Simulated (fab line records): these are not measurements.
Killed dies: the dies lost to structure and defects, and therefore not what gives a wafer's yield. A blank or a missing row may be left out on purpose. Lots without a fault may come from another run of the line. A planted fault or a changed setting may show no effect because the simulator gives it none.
fab line records	flow sky130
record: lots: 6	wafers: 18	lastDay: 49
route steps=708 shown LDD_N@252 LDD_P@255 LDD_HVN@267 PAD_OPEN@708
lots with no fault: from the same line, run without faults
startH: start of the lot's first displayed wafer, in hours after the record's first day	waitH: how many hours have passed since the lot's step before this one	" repeats the value in the row above	L1.1+2: a row that stands for several wafers	- either no value or no given start	* or withheld: withheld	< > ~ a bound
route shown NAME@n: a module of which the file shows steps, and the number in the route of the first	usual: average and standard deviation across the fault-free wafers	same: alike in all rows	chamber/n: place in a boat	sites: each site's reading	_std_site: standard deviation across them	_edge_site: the outer-site mean with the inner-site mean subtracted	radiusMm: how far each site lies from the wafer's centre	mask NAME#n: copy n	behind: the most recent tool/chamber to have shaped the wafer	hold: why the lot was held/for how many hours/how that ended	device: which transistor (n, p or np) failed to switch	end of line: the route-end tests of the same wafers	for a step that has no rows: nothing shown but its recipe	killed: at the first sort, the dies lost to defects and structure; wafer yield is something else	map: a wafer's dies, x killed, . not, _ none there
set.NAME: the setting that was run; set.NAME@STEP: the one run at that earlier step	model.NAME: the simulator's own value behind a step, which no gauge read
lots at selected steps of the route; one table per step, one row per wafer
services: from which hour (startH, from the record's first day; less than 0 if before it) a tool's chamber was out of use, for how many hours, and why
== steps ==
step: SKY_LDD_N_IMPLANT_15
recipe: species: BF2	energyKev: 50	doseCm2: 5e+12	tiltDeg: 30	rotationDeg: 270
step: SKY_LDD_N_STRIP_16
recipe: chemistry: O2/N2	powerW: 1400	pressureMtorr: 1500	platenTempC: withheld	o2FlowSccm: 3000	n2FlowSccm: 300	overashFraction: 0.5
usual: chamberPressureMTorr: 1499.9/1.5	drypumpMotorCurrentA: 5.40/0.29	oesProductAu: 0.406/0.0043	stripTimeToEndpointS: 4.313/0.015
lot.wafer	tool	chamber	startH	waitH	chamberPressureMTorr	drypumpMotorCurrentA	oesProductAu	rfHoursCounterH	stripTimeToEndpointS
L273.2	plasmaAsher-02	1	452.78	0.1	1500.9	5.01	0.408	2	4.339
L273.5	"	1	"	"	1498.4	5.03	0.406	-	4.307
L273.6	"	0	"	"	1500.8	5.12	0.404	-	4.330
L275.1	plasmaAsher-02	1	473.11	0.1	1498.2	4.99	0.408	5	4.324
L275.2	"	0	"	"	1500.4	5.07	0.405	5	4.322
L275.5	"	1	"	"	1500.0	4.99	0.401	-	4.339
L280.4	plasmaAsher-02	0	518.66	0.1	1496.1	5.10	0.396	-	4.309
L280.5	"	1	"	"	1500.6	5.01	0.403	-	4.323
L280.6	"	0	"	"	1501.1	5.10	0.405	-	4.332
L281.1	plasmaAsher-04	0	523.46	0.1	1500.3	5.57	0.405	42	4.305
L281.2	"	1	"	"	1496.9	5.49	0.403	42	4.301
L281.6	"	0	"	"	1502.4	5.55	0.400	-	4.296
L285.3	plasmaAsher-04	0	563.06	0.1	1499.7	5.53	0.400	-	4.288
L285.4	"	1	"	"	1500.8	5.51	0.399	-	4.272
L285.6	"	0	"	"	1502.0	5.55	0.405	-	4.284
L286.1	plasmaAsher-01	1	567.66	0.2	1501.2	5.38	0.408	85	4.300
L286.3	"	1	"	"	1499.0	5.38	0.403	-	4.310
L286.4	"	0	"	"	1499.1	5.90	0.403	-	4.306
step: SKY_LDD_N_TW_MEAS_17
usual: LDD_N_TW: 2577/16
lot.wafer	tool	chamber	startH	waitH	LDD_N_TW
L273.2	filmMetro-04	-	452.89	0.1	2590
L273.5	"	-	"	"	2597
L273.6	"	-	"	"	2602
L275.1	filmMetro-01	-	473.21	0.1	2541
L275.2	"	-	"	"	2540
L275.5	"	-	"	"	2546
L280.4	filmMetro-01	-	518.75	0.1	2578
L280.5	"	-	"	"	2577
L280.6	"	-	"	"	2574
L281.1	filmMetro-01	-	523.56	0.1	2565
L281.2	"	-	"	"	2587
L281.6	"	-	"	"	2563
L285.3	filmMetro-01	-	563.14	0.1	2575
L285.4	"	-	"	"	2569
L285.6	"	-	"	"	2558
L286.1	filmMetro-01	-	567.76	0.1	2559
L286.3	"	-	"	"	2563
L286.4	"	-	"	"	2573
step: SKY_LDD_P_DEHYDRATE_00
recipe: tempC: 200	timeS: 60
step: SKY_LDD_P_HMDS_01
recipe: primeTimeS: 60	primeTempC: 120
step: SKY_LDD_P_COAT_02
recipe: resist: NOVOLAK	spinRpm: 3000	resistThkNm: 1140
step: SKY_LDD_P_SOFTBAKE_03
recipe: tempC: 90	timeS: 60	resist: NOVOLAK
step: SKY_LDD_P_EXPOSE_04
recipe: maskId: PSDM	na: 0.6	sourceShape: conventional	sigmaOuter: 0.6	polarization: unpolarized	targetCdNm: 380	doseMj: 138
step: SKY_LDD_P_PEB_05
recipe: tempC: withheld	timeS: *	resist: NOVOLAK
step: SKY_LDD_P_DEVELOP_06
recipe: resist: NOVOLAK	developer: TMAH	developTimeS: 60	devTempC: 23
step: SKY_LDD_P_CD_MEAS_07
recipe: targetCdNm: 380
usual: cdNm: 379.3/2.6
lot.wafer	tool	chamber	startH	waitH	cdNm
L273.2	cdSem-01	-	483.26	0.1	379.9
L273.5	"	-	"	"	379.5
L273.6	"	-	"	"	380.4
L275.1	cdSem-02	-	503.79	0.1	377.1
L275.2	"	-	"	"	376.6
L275.5	"	-	"	"	378.2
L280.4	cdSem-01	-	549.15	0.1	376.1
L280.5	"	-	"	"	376.0
L280.6	"	-	"	"	377.2
L281.1	cdSem-01	-	553.44	0.1	377.8
L281.2	"	-	"	"	378.5
L281.6	"	-	"	"	379.0
L285.3	cdSem-02	-	592.33	0.2	378.0
L285.4	"	-	"	"	378.4
L285.6	"	-	"	"	379.2
L286.1	cdSem-02	-	596.19	0.1	381.3
L286.3	"	-	"	"	379.7
L286.4	"	-	"	"	381.4
step: SKY_LDD_P_OVL_MEAS_08
usual: LDD_P_OVL: -0.1/1.1
lot.wafer	tool	chamber	startH	waitH	LDD_P_OVL[nm]
L273.2	overlay-01	-	483.36	0.1	0.3
L273.5	"	-	"	"	1.1
L273.6	"	-	"	"	-1.1
L275.1	overlay-02	-	503.91	0.1	1.6
L275.2	"	-	"	"	1.6
L275.5	"	-	"	"	0.2
L280.4	overlay-02	-	549.23	0.1	1.0
L280.5	"	-	"	"	-0.6
L280.6	"	-	"	"	0.8
L281.1	overlay-01	-	553.56	0.1	0.5
L281.2	"	-	"	"	0.5
L281.6	"	-	"	"	-0.7
L285.3	overlay-01	-	592.42	0.1	0.1
L285.4	"	-	"	"	-1.2
L285.6	"	-	"	"	0.4
L286.1	overlay-02	-	596.31	0.1	-1.0
L286.3	"	-	"	"	-1.6
L286.4	"	-	"	"	0.5
step: SKY_LDD_P_IMPLANT_09
recipe: species: BF2	energyKev: 25	doseCm2: 1e+13	tiltDeg: withheld
usual: doseIonsCm2: 1.0001e+13/1e+10	faradayCurrentUA: 56.3/1.1
same: implantIonAmu: 49
lot.wafer	tool	chamber	startH	waitH	doseIonsCm2	faradayCurrentUA
L273.2	implanter-03	0	483.42	0.0	1.1288e+13	63.5
L273.5	"	0	"	"	1.129e+13	63.3
L273.6	"	0	"	"	1.1293e+13	62.8
L275.1	implanter-03	0	503.95	0.0	1.1297e+13	64.4
L275.2	"	0	"	"	1.1313e+13	62.6
L275.5	"	0	"	"	1.1288e+13	63.6
L280.4	implanter-01	0	549.32	0.1	1.0002e+13	55.9
L280.5	"	0	"	"	1.001e+13	55.0
L280.6	"	0	"	"	9.988e+12	55.3
L281.1	implanter-04	0	553.60	0.0	1.0003e+13	59.6
L281.2	"	0	"	"	9.997e+12	56.9
L281.6	"	0	"	"	1.0009e+13	58.0
L285.3	implanter-03	0	592.50	0.1	1.0005e+13	55.7
L285.4	"	0	"	"	1.0002e+13	56.6
L285.6	"	0	"	"	1.0003e+13	54.9
L286.1	implanter-04	0	596.35	0.0	9.99e+12	56.9
L286.3	"	0	"	"	9.976e+12	58.5
L286.4	"	0	"	"	9.981e+12	55.2
step: SKY_LDD_P_STRIP_10
recipe: chemistry: O2/N2	powerW: 1400	pressureMtorr: 1500	platenTempC: withheld	o2FlowSccm: 3000	n2FlowSccm: 300	overashFraction: 0.5
usual: chamberPressureMTorr: 1499.9/1.2	drypumpMotorCurrentA: 5.6/0.42	oesProductAu: 0.715/0.0045	stripTimeToEndpointS: 14.19/0.043
lot.wafer	tool	chamber	startH	waitH	chamberPressureMTorr	drypumpMotorCurrentA	oesProductAu	rfHoursCounterH	stripTimeToEndpointS
L273.2	plasmaAsher-02	1	483.54	0.1	1501.1	5.0	0.720	6	14.20
L273.5	"	1	"	"	1500.8	5.0	0.709	-	14.22
L273.6	"	0	"	"	1499.7	5.1	0.714	-	14.23
L275.1	plasmaAsher-03	0	504.10	0.1	1499.2	5.5	0.712	63	14.26
L275.2	"	1	"	"	1499.2	6.4	0.718	63	14.23
L275.5	"	0	"	"	1501.6	5.5	0.723	-	14.24
L280.4	plasmaAsher-01	1	549.43	0.1	1499.6	5.4	0.714	-	14.20
L280.5	"	1	"	"	1499.5	5.4	0.713	-	14.21
L280.6	"	0	"	"	1503.1	5.9	0.723	-	14.15
L281.1	plasmaAsher-01	0	553.75	0.1	1500.0	5.9	0.714	83	14.22
L281.2	"	1	"	"	1499.4	5.4	0.713	83	14.20
L281.6	"	0	"	"	1501.4	5.9	0.718	-	14.20
L285.3	plasmaAsher-01	0	592.63	0.1	1498.9	5.9	0.715	-	14.24
L285.4	"	1	"	"	1500.0	5.4	0.721	-	14.25
L285.6	"	0	"	"	1498.6	5.9	0.722	-	14.24
L286.1	plasmaAsher-01	0	596.50	0.1	1501.3	5.9	0.712	88	14.15
L286.3	"	1	"	"	1501.3	5.4	0.716	-	14.16
L286.4	"	0	"	"	1500.8	5.9	0.710	-	14.14
step: SKY_LDD_P_TW_MEAS_11
usual: LDD_P_TW: 633/3.6
lot.wafer	tool	chamber	startH	waitH	LDD_P_TW
L273.2	filmMetro-01	-	483.65	0.1	653
L273.5	"	-	"	"	659
L273.6	"	-	"	"	657
L275.1	filmMetro-02	-	504.20	0.1	658
L275.2	"	-	"	"	657
L275.5	"	-	"	"	657
L280.4	filmMetro-02	-	549.53	0.1	631
L280.5	"	-	"	"	634
L280.6	"	-	"	"	633
L281.1	filmMetro-02	-	553.85	0.1	632
L281.2	"	-	"	"	637
L281.6	"	-	"	"	633
L285.3	filmMetro-03	-	592.72	0.1	634
L285.4	"	-	"	"	633
L285.6	"	-	"	"	629
L286.1	filmMetro-03	-	596.60	0.1	632
L286.3	"	-	"	"	631
L286.4	"	-	"	"	629
step: SKY_LDD_HVN_DEHYDRATE_00
recipe: tempC: 200	timeS: 60
step: SKY_PAD_OPEN_PROBE_99
usual: killed_at_M0_to_M3: 44/7.8	killed_at_M4_up: 3.1/1.7	killedAtContacts: 25/5.1	killedAtFrontEnd: 15/4.4	killedAtOther: 0.5/0.68	killedDies: 88/9.9	killedOpen: 48/6.9	killedShort: 39/6.5
same: grossDies: 492	killedAtBackSide: 0
lot.wafer	tool	chamber	startH	waitH	killed_at_M0_to_M3	killed_at_M4_up	killedAtContacts	killedAtFrontEnd	killedAtOther	killedDies	killedOpen	killedShort	model.etest.tipP.rsOhmSq
L273.2	prober-02	-	1109.02	0.1	32	2	29	12	2	77	47	29	6280
L273.5	prober-02	-	1109.17	0.2	45	2	31	15	1	94	52	42	6278
L273.6	prober-02	-	1109.22	0.2	35	3	33	11	0	82	43	39	6289
L275.1	prober-02	-	1119.94	0.1	48	4	21	11	0	84	47	37	6213
L275.2	prober-02	-	1119.99	0.1	49	4	21	18	0	92	52	38	6289
L275.5	prober-02	-	1120.14	0.2	29	3	32	17	0	81	48	33	6224
L280.4	prober-01	-	1149.07	0.2	42	7	26	18	0	93	48	45	6790
L280.5	prober-01	-	1149.12	0.2	41	3	38	10	1	93	60	31	6813
L280.6	prober-01	-	1149.17	0.2	43	2	27	20	0	92	43	48	6815
L281.1	prober-02	-	1151.56	0.1	40	4	16	18	0	78	44	34	6861
L281.2	prober-02	-	1151.61	0.1	49	1	7	14	0	71	45	26	6842
L281.6	prober-02	-	1151.81	0.2	43	5	17	15	0	80	51	28	6849
L285.3	prober-02	-	1177.27	0.2	31	3	28	7	0	69	38	31	6969
L285.4	prober-02	-	1177.32	0.2	38	2	33	14	0	87	48	39	6967
L285.6	prober-02	-	1177.42	0.2	38	2	27	12	0	79	42	37	6976
L286.1	prober-02	-	1181.80	0.1	47	4	21	7	1	80	41	39	6913
L286.3	prober-02	-	1181.90	0.2	55	3	21	13	2	94	52	41	6898
L286.4	prober-02	-	1181.95	0.2	48	2	25	14	0	89	48	41	6911
killed by level:class
L273.2 CONTACT:geometricParticle:open=13 LI_CONTACT:geometricParticle:open=8 VIA2:geometricParticle:open=6 FIELD_ISO:geometricParticle:open=5 CONTACT:geometricParticle:short=5 VIA1:geometricParticle:open=5 VIA3:geometricParticle:short=4 VIA3:geometricParticle:open=4
L273.5 CONTACT:geometricParticle:open=14 CONTACT:geometricParticle:short=10 VIA1:geometricParticle:open=10 VIA3:geometricParticle:open=8 VIA2:geometricParticle:open=7 LI_CONTACT:geometricParticle:open=6 FIELD_ISO:geometricParticle:short=5 METAL2:geometricParticle:short=5
L273.6 CONTACT:geometricParticle:open=17 LI_CONTACT:geometricParticle:open=6 CONTACT:geometricParticle:short=6 VIA1:geometricParticle:open=6 VIA3:geometricParticle:short=6 METAL1:geometricParticle:short=5 VIA2:geometricParticle:open=5 VIA3:geometricParticle:open=5
L275.1 CONTACT:geometricParticle:open=11 VIA1:geometricParticle:open=7 VIA2:geometricParticle:open=7 LI_CONTACT:geometricParticle:open=5 METAL1:geometricParticle:short=5 METAL2:geometricParticle:open=5 METAL2:geometricParticle:short=5 VIA3:geometricParticle:short=5
L275.2 VIA1:geometricParticle:open=11 CONTACT:geometricParticle:open=10 VIA3:geometricParticle:open=7 FIELD_ISO:geometricParticle:short=5 LI_CONTACT:geometricParticle:open=5 METAL1:geometricParticle:short=5 VIA2:geometricParticle:open=5 METAL2:geometricParticle:short=4
L275.5 CONTACT:geometricParticle:open=12 LI_CONTACT:geometricParticle:open=9 VIA1:geometricParticle:open=9 VIA3:geometricParticle:open=6 FIELD_ISO:geometricParticle:short=5 LOCAL_INTERCONNECT:geometricParticle:short=5 CONTACT:geometricParticle:short=5 METAL2:geometricParticle:short=5
L280.4 VIA1:geometricParticle:open=13 CONTACT:geometricParticle:open=9 METAL2:geometricParticle:short=7 CONTACT:geometricParticle:short=6 FIELD_ISO:geometricParticle:short=5 METAL4:geometricParticle:short=5 LI_CONTACT:geometricParticle:open=5 VIA3:geometricParticle:open=4
L280.5 VIA1:geometricParticle:open=15 LI_CONTACT:geometricParticle:open=14 CONTACT:geometricParticle:open=13 LOCAL_INTERCONNECT:geometricParticle:short=7 VIA2:geometricParticle:open=5 METAL2:geometricParticle:short=5 FIELD_ISO:geometricParticle:short=4 VIA3:geometricParticle:open=4
L280.6 VIA1:geometricParticle:open=11 CONTACT:geometricParticle:open=8 LI_CONTACT:geometricParticle:open=7 FIELD_ISO:geometricParticle:open=6 CONTACT:geometricParticle:short=6 METAL3:geometricParticle:short=6 FIELD_ISO:geometricParticle:short=5 METAL1:geometricParticle:short=5
L281.1 VIA2:geometricParticle:open=9 CONTACT:geometricParticle:open=8 VIA1:geometricParticle:open=8 METAL1:geometricParticle:short=6 POLY_GATE:geometricParticle:short=5 POLY_GATE:geometricParticle:open=5 VIA1:geometricParticle:short=5 VIA3:geometricParticle:open=5
L281.2 VIA3:geometricParticle:open=11 VIA1:geometricParticle:open=10 FIELD_ISO:geometricParticle:open=7 METAL2:geometricParticle:short=5 VIA2:geometricParticle:open=5 CONTACT:geometricParticle:open=4 METAL3:geometricParticle:short=4 VIA3:geometricParticle:short=4
L281.6 VIA1:geometricParticle:open=15 VIA3:geometricParticle:open=8 LI_CONTACT:geometricParticle:open=7 METAL2:geometricParticle:short=6 POLY_GATE:geometricParticle:short=5 CONTACT:geometricParticle:open=5 VIA2:geometricParticle:open=5 POLY_GATE:geometricParticle:open=4
L285.3 LI_CONTACT:geometricParticle:open=11 METAL2:geometricParticle:short=7 VIA1:geometricParticle:open=7 LOCAL_INTERCONNECT:geometricParticle:short=6 CONTACT:geometricParticle:open=6 LI_CONTACT:geometricParticle:short=4 METAL1:geometricParticle:short=3 VIA2:geometricParticle:open=3
L285.4 LI_CONTACT:geometricParticle:open=11 VIA1:geometricParticle:open=11 LOCAL_INTERCONNECT:geometricParticle:short=8 CONTACT:geometricParticle:open=8 METAL2:geometricParticle:short=7 VIA1:geometricParticle:short=5 VIA2:geometricParticle:open=5 FIELD_ISO:geometricParticle:open=3
L285.6 VIA2:geometricParticle:open=11 LI_CONTACT:geometricParticle:open=8 CONTACT:geometricParticle:open=7 VIA1:geometricParticle:open=7 CONTACT:geometricParticle:short=6 VIA1:geometricParticle:short=5 VIA3:geometricParticle:short=4 LI_CONTACT:geometricParticle:short=4
L286.1 METAL2:geometricParticle:short=9 VIA1:geometricParticle:open=8 LI_CONTACT:geometricParticle:open=7 VIA2:geometricParticle:open=7 LOCAL_INTERCONNECT:geometricParticle:short=5 CONTACT:geometricParticle:open=5 METAL1:geometricParticle:short=5 VIA3:geometricParticle:open=5
L286.3 VIA1:geometricParticle:open=13 METAL1:geometricParticle:short=9 VIA3:geometricParticle:short=7 CONTACT:geometricParticle:open=7 VIA2:geometricParticle:open=7 VIA3:geometricParticle:open=7 LI_CONTACT:geometricParticle:open=6 FIELD_ISO:geometricParticle:open=5
L286.4 VIA1:geometricParticle:open=13 CONTACT:geometricParticle:open=7 METAL2:geometricParticle:short=7 FIELD_ISO:geometricParticle:open=6 LOCAL_INTERCONNECT:geometricParticle:short=6 VIA1:geometricParticle:short=6 VIA2:geometricParticle:open=5 METAL1:geometricParticle:short=5
== services ==
tool	chamber	startH	hours	kind
plasmaAsher-02	0	430.25	-	clean
plasmaAsher-02	1	430.25	-	clean
implanter-01	-	444.19	4.8	pm
implanter-03	-	448.95	4.5	pm
plasmaAsher-03	-	450.07	2.8	pm
plasmaAsher-01	-	456.52	3.1	repair
implanter-01	-	514.82	0.7	repair
plasmaAsher-02	-	523.57	0.7	repair
plasmaAsher-01	-	529.69	15.6	pm
plasmaAsher-01	-	545.44	0.4	repair
implanter-04	-	547.91	2.4	repair
plasmaAsher-04	-	555.18	3.9	repair
plasmaAsher-04	-	556.25	0.7	repair
plasmaAsher-03	-	565.38	2.7	repair
plasmaAsher-02	-	569.71	14.6	pm
implanter-04	-	581.51	3.0	pm
plasmaAsher-02	-	590.06	3.1	repair
implanter-03	-	596.30	4.3	repair
== key ==
firstSign: step: SKY_LDD_P_IMPLANT_09	reading: doseIonsCm2	direction: up	sigmas: 99+	usual: *	struck: *
effect: step: SKY_LDD_P_IMPLANT_09	reading: faradayCurrentUA	direction: up	sigmas: 6.4	usual: 56.3	struck: 63.4
effect: step: SKY_LDD_P_TW_MEAS_11	reading: LDD_P_TW	direction: up	sigmas: 6.8	usual: 633	struck: 657
modelEffect: step: SKY_PAD_OPEN_PROBE_99	value: etest.tipP.rsOhmSq	without: 6929	struck: 6262
metAt SKY_LDD_P_IMPLANT_09
struckWafers L273.2,L273.5,L273.6,L275.1,L275.2,L275.5
testerLeftOut L273,L275
fault: kind: processParameterDrift	tool: implanter-03	chamber: -	onsetH: 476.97	steps: SKY_LDD_P_IMPLANT_09	channel: doseCm2	offset: *	shape: step	endH: 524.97	actsIn: *	stated: *
testerLeftOut: of these lots the tester's yield and bins aren't shown, on N5 and GAA mostly nor the transistor test; their killed dies are dies lost to structure and defects alone, not to doping, threshold or leakage, so they don't give the yield
